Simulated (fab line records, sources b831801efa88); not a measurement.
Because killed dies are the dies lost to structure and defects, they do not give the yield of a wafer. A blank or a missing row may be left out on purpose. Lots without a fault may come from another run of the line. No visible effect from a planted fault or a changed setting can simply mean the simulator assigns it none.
Chamber matching | flow sky130 | SKY_VIA3_CMP_02 on cmp-01: 4 sister chambers
The step polishes SiO2. 8 wafers are shown with their chamber, then 9 later ones without.

== WAFERS PAIRED WITH THEIR CHAMBERS ==
wafer  | chamber | motorCurrentA (A) | edgeZonePressureFrac
L614.6 | 0       | 9.9               | 1.002
L616.5 | 2       | 13.4              | 0.997
L617.1 | 1       | 12.1              | 0.991
L617.5 | 3       | 11.0              | 1.008
L617.6 | 2       | 13.5              | 0.998
L619.1 | 0       | 10.6              | 1.004
L619.2 | 1       | 13.4              | 1.000
L619.6 | 3       | 10.4              | 1.001

== WAFERS WHOSE CHAMBER IS MISSING ==
wafer  | motorCurrentA (A) | edgeZonePressureFrac
L620.1 | 13.9              | 1.007
L620.5 | 10.3              | 1.007
L620.6 | 10.7              | 0.997
L621.4 | 9.8               | 1.005
L621.5 | 10.0              | 1.000
L621.6 | 14.0              | 1.003
L623.4 | 13.4              | 1.002
L623.5 | 10.2              | 1.000
L623.6 | 14.3              | 0.997

== THE CHAMBER EACH PASSED THROUGH ==
wafer  | from the rows above          | in truth
L620.1 | can't be placed: 2 or 1      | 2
L620.5 | can't be placed: 3 or 0      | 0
L620.6 | can't be placed: 0 or 3 or 1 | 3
L621.4 | can't be placed: 0 or 3      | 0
L621.5 | can't be placed: 0 or 3      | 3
L621.6 | can't be placed: 2 or 1      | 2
L623.4 | can't be placed: 2 or 1      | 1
L623.5 | can't be placed: 0 or 3      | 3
L623.6 | can't be placed: 2 or 1      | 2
Correct placement for 0 of the 9. Can't be placed from these rows: 9 (the true chamber is among the candidates in 9). Placed wrongly: 0.
How it was worked out, from the rows above alone: a wafer's distance from a chamber is the root of the sum, over the readings, of the square of ((its reading less the chamber's mean) divided by the reading's scatter). If the next closest chamber is less than 2 further off than the closest, the wafer can't be placed; otherwise it belongs to the closest. Each chamber's mean is taken over the wafers shown for it. The scatter: take each reading less its chamber's mean, square it, sum over the shown wafers, divide by the number of wafers less the number of chambers, and take the root.
